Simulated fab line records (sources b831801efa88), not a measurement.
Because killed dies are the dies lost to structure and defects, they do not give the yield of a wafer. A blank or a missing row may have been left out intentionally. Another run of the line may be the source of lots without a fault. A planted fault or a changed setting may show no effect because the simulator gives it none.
Which tool was responsible? -- flow sky130 -- 24 lots, 72 wafers sampled, at 4 steps of a route of 708

WHAT THE GAUGES SHOWED, per wafer
SKY_CAPM_THK_MEAS_01. Usual: CAPM_CVD_00_THK typically reads 15.49 nm, with standard deviation 0.23.
lot,measured,on,CAPM_CVD_00_THK (nm),flag
L074,day 36 12:24,film_metro-01,15.42 15.53 15.53,
L075,day 36 22:01,film_metro-03,15.39 15.36 15.18,
L076,day 36 23:58,film_metro-03,15.40 15.69 15.66,
L077,day 37 17:46,film_metro-02,15.18 15.14 15.50,
L079,day 38 12:31,film_metro-01,15.58 15.78 15.63,
L078,day 38 14:47,film_metro-01,15.15 15.19 15.40,
L080,day 38 19:11,film_metro-02,14.99 15.14 15.06,
L081,day 38 20:44,film_metro-02,15.68 15.85 15.86,
L082,day 38 22:19,film_metro-03,15.45 15.22 15.55,
L083,day 39 09:28,film_metro-02,15.71 15.14 15.45,
L084,day 39 19:07,film_metro-01,15.26 15.39 15.27,
L085,day 40 00:16,film_metro-03,15.39 15.71 15.63,
L087,day 40 08:41,film_metro-03,15.52 15.41 15.44,
L086,day 40 08:02,film_metro-02,15.37 15.64 15.71,
L088,day 40 19:05,film_metro-01,15.42 15.22 15.71,
L089,day 40 20:19,film_metro-03,15.49 15.86 15.84,
L090,day 41 10:46,film_metro-01,15.60 15.65 15.59,
L091,day 41 16:26,film_metro-01,15.52 15.95 15.73,
L092,day 41 22:19,film_metro-03,15.79 15.73 15.68,
L093,day 42 04:59,film_metro-01,15.39 15.28 15.74,
L095,day 42 16:45,film_metro-01,15.44 15.26 15.42,
L094,day 42 21:52,film_metro-02,15.37 15.54 15.53,
L096,day 43 03:10,film_metro-03,15.35 15.48 15.42,
L097,day 43 08:10,film_metro-02,15.61 15.53 15.50,

TOOL THAT RAN EACH LOT (tool first, then ch and the chambers of the sampled wafers, then the start)
lot,SKY_CONTACT_STRIP_19,SKY_CONTACT_SPUTTER_23,SKY_VIA1_ETCH_14
L074,"plasma_asher-03 ch 0,1, day 31 18:03","pvd_sputter-03, day 31 18:38","rie_diel-03 ch 1,3, day 34 02:03"
L075,"plasma_asher-03 ch 0,1, day 32 03:17","pvd_sputter-02, day 32 03:52","rie_diel-03 ch 0,2,3, day 34 12:22"
L076,"plasma_asher-04 ch 0,1, day 32 08:15","pvd_sputter-03, day 32 08:51","rie_diel-01 ch 0,2,3, day 34 15:53"
L077,"plasma_asher-04 ch 0,1, day 32 23:48","pvd_sputter-02, day 33 00:26","rie_diel-03 ch 1,2, day 35 08:52"
L079,"plasma_asher-01 ch 0,1, day 33 20:03","pvd_sputter-04, day 33 20:40","rie_diel-03 ch 0,1, day 36 04:57"
L078,"plasma_asher-03 ch 0,1, day 33 21:05","pvd_sputter-03, day 33 21:38","rie_diel-04 ch 1,3, day 36 06:12"
L080,"plasma_asher-01 ch 0,1, day 34 02:08","pvd_sputter-04, day 34 03:05","rie_diel-01 ch 0,1,2, day 36 11:33"
L081,"plasma_asher-04 ch 0, day 34 03:08","pvd_sputter-03, day 34 03:49","rie_diel-04 ch 1,2,3, day 36 13:05"
L082,"plasma_asher-01 ch 0,1, day 34 07:05","pvd_sputter-02, day 34 08:04","rie_diel-03 ch 0,1,3, day 36 15:31"
L083,"plasma_asher-04 ch 0,1, day 34 17:17","pvd_sputter-04, day 34 18:26","rie_diel-01 ch 0,2,3, day 37 01:47"
L084,"plasma_asher-04 ch 0,1, day 35 05:14","pvd_sputter-03, day 35 05:55","rie_diel-04 ch 2,3, day 37 11:42"
L085,"plasma_asher-01 ch 0,1, day 35 08:47","pvd_sputter-02, day 35 09:28","rie_diel-03 ch 2,3, day 37 16:41"
L087,"plasma_asher-03 ch 0,1, day 35 18:41","pvd_sputter-03, day 35 19:19","rie_diel-01 ch 1,3, day 38 01:13"
L086,"plasma_asher-04 ch 0,1, day 35 19:08","pvd_sputter-02, day 35 19:44","rie_diel-03 ch 0,1,2, day 38 00:52"
L088,"plasma_asher-04 ch 0,1, day 36 06:29","pvd_sputter-04, day 36 07:05","rie_diel-03 ch 0,2,3, day 38 12:49"
L089,"plasma_asher-03 ch 0,1, day 36 08:12","pvd_sputter-03, day 36 08:48","rie_diel-03 ch 0,1,2, day 38 13:59"
L090,"plasma_asher-01 ch 0,1, day 36 21:32","pvd_sputter-02, day 36 22:10","rie_diel-04 ch 0,2,3, day 39 04:40"
L091,"plasma_asher-03 ch 0,1, day 37 04:25","pvd_sputter-02, day 37 05:02","rie_diel-03 ch 0,2,3, day 39 09:54"
L092,"plasma_asher-01 ch 0,1, day 37 09:51","pvd_sputter-04, day 37 10:26","rie_diel-04 ch 0,1,3, day 39 16:30"
L093,"plasma_asher-03 ch 0,1, day 37 18:11","pvd_sputter-02, day 37 18:50","rie_diel-04 ch 1,2,3, day 39 23:57"
L095,"plasma_asher-01 ch 0,1, day 38 05:53","pvd_sputter-04, day 38 06:28","rie_diel-01 ch 0,1, day 40 11:13"
L094,"plasma_asher-04 ch 0,1, day 38 07:00","pvd_sputter-02, day 38 07:39","rie_diel-03 ch 0,1,3, day 40 12:51"
L096,"plasma_asher-04 ch 0,1, day 38 18:30","pvd_sputter-04, day 38 19:09","rie_diel-04 ch 0,2, day 40 22:16"
L097,"plasma_asher-04 ch 0,1, day 38 22:59","pvd_sputter-02, day 38 23:32","rie_diel-03 ch 2,3, day 41 03:34"
- SKY_CONTACT_STRIP_19: strips in O2/N2.
- SKY_CONTACT_SPUTTER_23: material TiN, target thk 20 nm, time 80 s.
- SKY_VIA1_ETCH_14: etches BARC in N2/H2, stops on SiO2, time 45.9 s, target depth 60 nm.

WHAT THE TOOLS THEMSELVES READ (means of the sampled wafers that have a number; where no wafer has one, the mark that the record gives instead)
SKY_CONTACT_STRIP_19. Usual: drypump_motor_current_A 5.8 A, standard deviation 0.58; oes_product_au 0.380 a.u., standard deviation 0.0046; strip_time_to_endpoint_s 3.62 s, standard deviation 0.035.
lot,tool,drypump_motor_current_A (A),oes_product_au (a.u.),strip_time_to_endpoint_s (s),flag
L074,plasma_asher-03,6.2,0.380,3.64,
L075,plasma_asher-03,6.4,0.380,3.61,
L076,plasma_asher-04,6.0,0.376,3.58,
L077,plasma_asher-04,6.0,0.378,3.57,
L079,plasma_asher-01,5.3,0.378,3.61,
L078,plasma_asher-03,6.3,0.384,3.63,
L080,plasma_asher-01,5.3,0.382,3.62,
L081,plasma_asher-04,5.2,0.378,3.64,
L082,plasma_asher-01,5.4,0.384,3.65,
L083,plasma_asher-04,5.6,0.380,3.59,
L084,plasma_asher-04,6.0,0.382,3.66,
L085,plasma_asher-01,5.4,0.385,3.59,
L087,plasma_asher-03,6.3,0.380,3.60,
L086,plasma_asher-04,6.0,0.381,3.66,
L088,plasma_asher-04,6.0,0.377,3.62,
L089,plasma_asher-03,6.2,0.381,3.66,
L090,plasma_asher-01,5.3,0.383,3.64,
L091,plasma_asher-03,6.4,0.380,3.64,
L092,plasma_asher-01,5.3,0.382,3.60,
L093,plasma_asher-03,6.2,0.383,3.61,
L095,plasma_asher-01,5.4,0.380,3.62,
L094,plasma_asher-04,6.0,0.382,3.58,
L096,plasma_asher-04,5.6,0.378,3.60,
L097,plasma_asher-04,6.0,0.381,3.61,

SKY_CONTACT_SPUTTER_23. Usual: throttle_valve_pct 30.0 %, standard deviation 0.72.
lot,tool,throttle_valve_pct (%),flag
L074,pvd_sputter-03,29.0,
L075,pvd_sputter-02,30.3,
L076,pvd_sputter-03,30.1,
L077,pvd_sputter-02,30.5,
L079,pvd_sputter-04,30.8,
L078,pvd_sputter-03,29.8,
L080,pvd_sputter-04,29.6,
L081,pvd_sputter-03,29.6,
L082,pvd_sputter-02,30.1,
L083,pvd_sputter-04,30.5,
L084,pvd_sputter-03,29.0,
L085,pvd_sputter-02,30.7,
L087,pvd_sputter-03,29.5,
L086,pvd_sputter-02,30.6,
L088,pvd_sputter-04,29.6,
L089,pvd_sputter-03,29.5,
L090,pvd_sputter-02,30.2,
L091,pvd_sputter-02,30.6,
L092,pvd_sputter-04,30.3,
L093,pvd_sputter-02,29.9,
L095,pvd_sputter-04,30.6,
L094,pvd_sputter-02,30.4,
L096,pvd_sputter-04,29.8,
L097,pvd_sputter-02,30.4,

SKY_VIA1_ETCH_14. Usual: drypump_motor_current_A 5.8 A, standard deviation 0.52; h2_flow_sccm 200.1 sccm, standard deviation 0.55; oes_product_au 0.854 a.u., standard deviation 0.0043; throttle_valve_pct 13.226 %, standard deviation 0.0096.
lot,tool,drypump_motor_current_A (A),h2_flow_sccm (sccm),oes_product_au (a.u.),throttle_valve_pct (%),flag
L074,rie_diel-03,5.8,200.1,0.855,13.227,
L075,rie_diel-03,5.6,199.4,0.854,13.222,
L076,rie_diel-01,5.4,199.9,0.854,13.235,
L077,rie_diel-03,6.1,200.7,0.857,13.234,
L079,rie_diel-03,5.2,200.1,0.857,13.220,
L078,rie_diel-04,5.9,199.5,0.854,13.222,
L080,rie_diel-01,5.8,199.8,0.854,13.222,
L081,rie_diel-04,5.7,199.7,0.849,13.227,
L082,rie_diel-03,5.5,200.9,0.854,13.229,
L083,rie_diel-01,5.5,200.0,0.857,13.218,
L084,rie_diel-04,5.9,199.9,0.852,13.227,
L085,rie_diel-03,5.9,199.9,0.850,13.226,
L087,rie_diel-01,6.0,200.5,0.855,13.220,
L086,rie_diel-03,5.7,200.5,0.855,13.228,
L088,rie_diel-03,5.6,200.1,0.859,13.219,
L089,rie_diel-03,5.7,200.0,0.857,13.226,
L090,rie_diel-04,6.0,199.4,0.855,13.220,
L091,rie_diel-03,5.6,200.5,0.857,13.229,
L092,rie_diel-04,6.2,200.1,0.855,13.214,
L093,rie_diel-04,5.7,200.5,0.853,13.229,
L095,rie_diel-01,6.1,200.1,0.859,13.227,
L094,rie_diel-03,5.5,200.1,0.852,13.227,
L096,rie_diel-04,5.6,200.6,0.853,13.235,
L097,rie_diel-03,5.9,199.7,0.855,13.227,

THE ANSWER, worked out from the rows above alone
Rule: a lot counts as off when the mean over its wafers that have a number is more than 3 standard deviations away from the usual mean. A lot without any number at a reading at which 4 lots or more have one is off too. The other lots that the step has rows for count as sound. The gauges are gone through in route order, then the tools' own readings, and for those a lot's mean is taken as printed above. The first step at which some lot is off is used, and at that step the reading that is off furthest; a lot without a number counts as furthest.
Across all readings shown, no lot is off: no conclusion can be drawn from this.

WHAT THE SIMULATOR HAD PUT IN
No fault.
